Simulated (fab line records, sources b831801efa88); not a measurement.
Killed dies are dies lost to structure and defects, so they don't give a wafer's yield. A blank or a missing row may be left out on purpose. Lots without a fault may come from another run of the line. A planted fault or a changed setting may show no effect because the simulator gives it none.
fab line records | flow sky130
record lots=5 wafers=15 last_day=49
route steps=708 shown PASSIVATION@685 PAD_OPEN@694
lots that met no fault: from a run of the same line without faults
start_h: hours from the record's first day to the start of the lot's first wafer shown | wait_h: hours since the lot's step before | " the same as in the row above | L1.1+2: a row that stands for several wafers | - no value, or no start given | * or withheld: withheld | < > ~ a bound
route shown NAME@n: a module of which the file shows steps, and the number in the route of the first | usual: mean/standard deviation of fault-free wafers | same: alike in all rows | chamber/n: place in a boat | sites: the reading at each site | _std_site: their standard deviation | _edge_site: outer sites' mean less inner sites' | radius_mm: how far each site lies from the wafer's centre | mask NAME#n: copy n | behind: the tool/chamber that last shaped the wafer | hold: why the lot was held/for how many hours/how that ended | device: the transistor (n, p or np) that didn't switch | end of line: the same wafers' tests at the end of the route | a step without rows: its recipe alone | killed: dies lost to structure and defects at the first sort, not the wafer's yield | map: a wafer's dies, x killed, . not, _ none there
set.NAME: the setting as run; set.NAME@STEP: as run at that earlier step | model.NAME: the simulator's own value behind a step, which no gauge read
lots at some steps of the route; a table a step, a row a wafer
services: from which hour (start_h, from the record's first day; less than 0 if before it) a tool's chamber was out of use, for how many hours, and why
## steps
# step SKY_PASSIVATION_DEHYDRATE_04
# recipe temp_c=200 time_s=60
# usual plate_temp_C=199.97/0.13
# columns lot.wafer tool chamber start_h wait_h plate_temp_C
L075.3 litho_track-01 0 1046.52 9.8 200.23
L075.5 " 0 " " 200.27
L075.6 " 0 " " 200.08
L078.2 litho_track-04 0 1060.67 10.9 200.06
L078.4 " 0 " " 200.10
L078.5 " 0 " " 199.99
L080.2 litho_track-04 0 1075.22 9.5 199.86
L080.5 " 0 " " 200.06
L080.6 " 0 " " 199.86
L092.3 litho_track-04 0 1147.94 8.6 199.81
L092.4 " 0 " " 199.98
L092.6 " 0 " " 199.99
L094.2 litho_track-02 0 1151.66 8.3 200.05
L094.3 " 0 " " 200.10
L094.5 " 0 " " 199.81
# step SKY_PASSIVATION_HMDS_05
# recipe prime_time_s=60 prime_temp_c=120
# columns lot.wafer tool chamber start_h wait_h
L075.3+5+6 litho_track-01 0 1046.67 0.1
L078.2+4+5 litho_track-04 0 1060.82 0.1
L080.2+5+6 litho_track-04 0 1075.37 0.1
L092.3+4+6 litho_track-04 0 1148.09 0.1
L094.2+3+5 litho_track-02 0 1151.81 0.1
# step SKY_PASSIVATION_COAT_06
# recipe spin_rpm=2000 resist_thk_nm=3000
# columns lot.wafer tool chamber start_h wait_h
L075.3+5+6 litho_track-01 0 1046.82 0.1
L078.2+4+5 litho_track-04 0 1060.97 0.1
L080.2+5+6 litho_track-04 0 1075.52 0.1
L092.3+4+6 litho_track-04 0 1148.24 0.1
L094.2+3+5 litho_track-02 0 1151.96 0.1
# step SKY_PASSIVATION_SOFTBAKE_07
# recipe temp_c=110 time_s=withheld
# usual plate_temp_C=110.00/0.13
# columns lot.wafer tool chamber start_h wait_h plate_temp_C
L075.3 litho_track-01 0 1046.99 0.1 110.06
L075.5 " 0 " " 110.16
L075.6 " 0 " " 109.99
L078.2 litho_track-04 0 1061.13 0.1 110.03
L078.4 " 0 " " 109.98
L078.5 " 0 " " 109.95
L080.2 litho_track-04 0 1075.68 0.1 109.98
L080.5 " 0 " " 109.84
L080.6 " 0 " " 110.00
L092.3 litho_track-04 0 1148.41 0.1 110.18
L092.4 " 0 " " 110.04
L092.6 " 0 " " 110.11
L094.2 litho_track-02 0 1152.12 0.1 109.90
L094.3 " 0 " " 110.10
L094.5 " 0 " " 110.14
# step SKY_PASSIVATION_EXPOSE_08
# recipe mask_id=NSM target_cd_nm=3000 na=0.57 dose_mj=260
# columns lot.wafer tool chamber start_h wait_h mask
L075.3+5+6 iline_stepper-01 0 - - NSM#0
L078.2+4+5 iline_stepper-01 0 - - NSM#0
L080.2+5+6 iline_stepper-01 0 - - NSM#0
L092.3+4+6 iline_stepper-01 0 - - NSM#0
L094.2+3+5 iline_stepper-02 0 - - NSM#0
# step SKY_PASSIVATION_PEB_09
# recipe temp_c=115 time_s=withheld
# usual plate_temp_C=115.01/0.15
# columns lot.wafer tool chamber start_h wait_h plate_temp_C
L075.3 litho_track-04 0 - - 115.13
L075.5 " 0 " " 115.21
L075.6 " 0 " " 115.35
L078.2 litho_track-04 0 - - 115.02
L078.4 " 0 " " 114.95
L078.5 " 0 " " 115.13
L080.2 litho_track-01 0 - - 114.85
L080.5 " 0 " " 114.96
L080.6 " 0 " " 114.76
L092.3 litho_track-04 0 - - 115.01
L092.4 " 0 " " 115.00
L092.6 " 0 " " 115.07
L094.2 litho_track-04 0 - - 114.92
L094.3 " 0 " " 115.09
L094.5 " 0 " " 114.89
# step SKY_PASSIVATION_DEVELOP_10
# recipe develop_time_s=60 dev_temp_c=23
# columns lot.wafer tool chamber start_h wait_h
L075.3+5+6 litho_track-04 0 - -
L078.2+4+5 litho_track-04 0 - -
L080.2+5+6 litho_track-01 0 - -
L092.3+4+6 litho_track-04 0 - -
L094.2+3+5 litho_track-04 0 - -
# step SKY_PASSIVATION_ETCH_11
# recipe chemistry=CF4/O2 target_depth_nm=725 stop_on=AlCu source_w=800 bias_w=150 pressure_mtorr=150 cf4_flow_sccm=80 O2_flow_sccm=10 time_s=161.1
# usual bias_w=149.9/0.44 drypump_motor_current_A=5.8/0.42 oes_product_au=0.977/0.0066 throttle_valve_pct=5.964/0.0097
# columns lot.wafer tool chamber start_h wait_h bias_w drypump_motor_current_A oes_product_au rf_hours_counter_h throttle_valve_pct
L075.3 rie_diel-03 2 1058.89 - 150.3 5.4 0.985 16 5.973
L075.5 " 1 " " 150.0 5.1 0.976 - 5.967
L075.6 " 2 " " 149.8 5.4 0.982 - 5.961
L078.2 rie_diel-03 1 1071.19 - 149.9 5.1 0.968 10 5.968
L078.4 " 0 " " 149.5 6.2 0.983 28 5.969
L078.5 " 2 " " 150.0 5.4 0.981 - 5.960
L080.2 rie_diel-02 3 1086.72 - 149.8 6.2 0.968 21 5.953
L080.5 " 3 " " 150.2 6.2 0.973 - 5.954
L080.6 " 0 " " 149.8 5.6 0.983 - 5.954
L092.3 rie_diel-03 1 1157.19 - 150.5 5.1 0.979 13 5.965
L092.4 " 2 " " 149.4 5.4 0.994 - 5.957
L092.6 " 3 " " 150.0 6.2 0.981 - 5.961
L094.2 rie_diel-04 2 1160.94 - 149.6 5.4 0.976 19 5.962
L094.3 " 1 " " 150.1 5.9 0.988 12 5.958
L094.5 " 1 " " 150.0 5.9 0.986 - 5.952
# step SKY_PASSIVATION_STRIP_12
# recipe chemistry=O2/N2 power_w=1400 pressure_mtorr=1500 platen_temp_c=withheld overash_fraction=0.7 o2_flow_sccm=3000 n2_flow_sccm=300
# usual drypump_motor_current_A=5.7/0.34 oes_product_au=0.660/0.0044 strip_time_to_endpoint_s=31.55/0.14
# columns lot.wafer tool chamber start_h wait_h drypump_motor_current_A oes_product_au rf_hours_counter_h strip_time_to_endpoint_s
L075.3 plasma_asher-04 1 1059.03 0.1 5.5 0.663 - 31.42
L075.5 " 1 " " 5.5 0.662 - 31.36
L075.6 " 0 " " 5.6 0.658 - 31.52
L078.2 plasma_asher-03 0 1071.30 0.1 5.5 0.655 1 31.75
L078.4 " 0 " " 5.5 0.656 - 31.62
L078.5 " 0 " " 5.5 0.663 - 31.63
L080.2 plasma_asher-01 1 1086.83 0.1 5.3 0.665 35 31.42
L080.5 " 0 " " 5.9 0.665 - 31.57
L080.6 " 1 " " 5.3 0.659 - 31.47
L092.3 plasma_asher-04 1 1157.33 0.1 5.5 0.662 - 31.48
L092.4 " 0 " " 5.5 0.668 - 31.28
L092.6 " 0 " " 5.6 0.661 - 31.50
L094.2 plasma_asher-04 0 1161.05 0.1 5.6 0.661 105 31.69
L094.3 " 1 " " 5.5 0.667 - 31.55
L094.5 " 0 " " 5.5 0.664 - 31.54
# step SKY_PAD_OPEN_DEHYDRATE_00
# recipe temp_c=200 time_s=60
# usual plate_temp_C=199.99/0.17
# columns lot.wafer tool chamber start_h wait_h plate_temp_C
L075.3 litho_track-02 0 1068.09 9.0 200.12
L075.5 " 0 " " 200.16
L075.6 " 0 " " 200.13
L078.2 litho_track-03 0 1081.62 10.3 199.68
L078.4 " 0 " " 199.78
L078.5 " 0 " " 199.71
L080.2 litho_track-01 0 1095.20 8.3 200.03
L080.5 " 0 " " 200.22
L080.6 " 0 " " 200.16
L092.3 litho_track-01 0 1164.87 7.5 200.03
L092.4 " 0 " " 200.14
L092.6 " 0 " " 200.37
L094.2 litho_track-03 0 1169.77 8.7 199.97
L094.3 " 0 " " 200.01
L094.5 " 0 " " 199.94
# step SKY_PAD_OPEN_HMDS_01
# recipe prime_time_s=60 prime_temp_c=120
# columns lot.wafer tool chamber start_h wait_h
L075.3+5+6 litho_track-02 0 1068.24 0.1
L078.2+4+5 litho_track-03 0 1081.77 0.1
L080.2+5+6 litho_track-01 0 1095.35 0.1
L092.3+4+6 litho_track-01 0 1165.02 0.1
L094.2+3+5 litho_track-03 0 1169.92 0.1
# step SKY_PAD_OPEN_COAT_02
# recipe spin_rpm=2000 resist_thk_nm=3000
# columns lot.wafer tool chamber start_h wait_h
L075.3+5+6 litho_track-02 0 1068.39 0.1
L078.2+4+5 litho_track-03 0 1081.92 0.1
L080.2+5+6 litho_track-01 0 1095.50 0.1
L092.3+4+6 litho_track-01 0 1165.17 0.1
L094.2+3+5 litho_track-03 0 1170.07 0.1
## services
# columns tool chamber start_h hours kind
plasma_asher-03 - 1029.72 0.8 repair
plasma_asher-03 - 1055.25 9.0 pm
plasma_asher-03 0 1055.25 9.0 vent_cycle
plasma_asher-03 1 1055.25 9.0 vent_cycle
iline_stepper-02 - 1062.25 3.3 repair
rie_diel-02 1 1062.64 - clean
rie_diel-02 1 1062.64 21.5 scheduled_down
rie_diel-02 1 1062.64 21.5 vent_cycle
plasma_asher-03 0 1064.25 - clean
plasma_asher-03 1 1064.25 - clean
rie_diel-03 - 1065.28 2.8 pm
plasma_asher-04 - 1095.76 1.4 repair
litho_track-01 - 1107.14 - consumable_replace:filter
litho_track-03 - 1112.55 - consumable_replace:filter
plasma_asher-04 - 1116.10 4.3 repair
rie_diel-02 0 1131.70 22.4 repair
iline_stepper-01 - 1138.48 1.7 pm
rie_diel-03 0 1144.36 - clean
rie_diel-03 0 1144.36 - consumable_replace:focus_ring
rie_diel-03 0 1144.36 15.4 scheduled_down
rie_diel-03 0 1144.36 15.4 vent_cycle
litho_track-04 - 1155.99 - consumable_replace:filter
rie_diel-04 2 1163.83 2.5 repair
rie_diel-03 3 1164.76 11.5 repair
## key
fault none
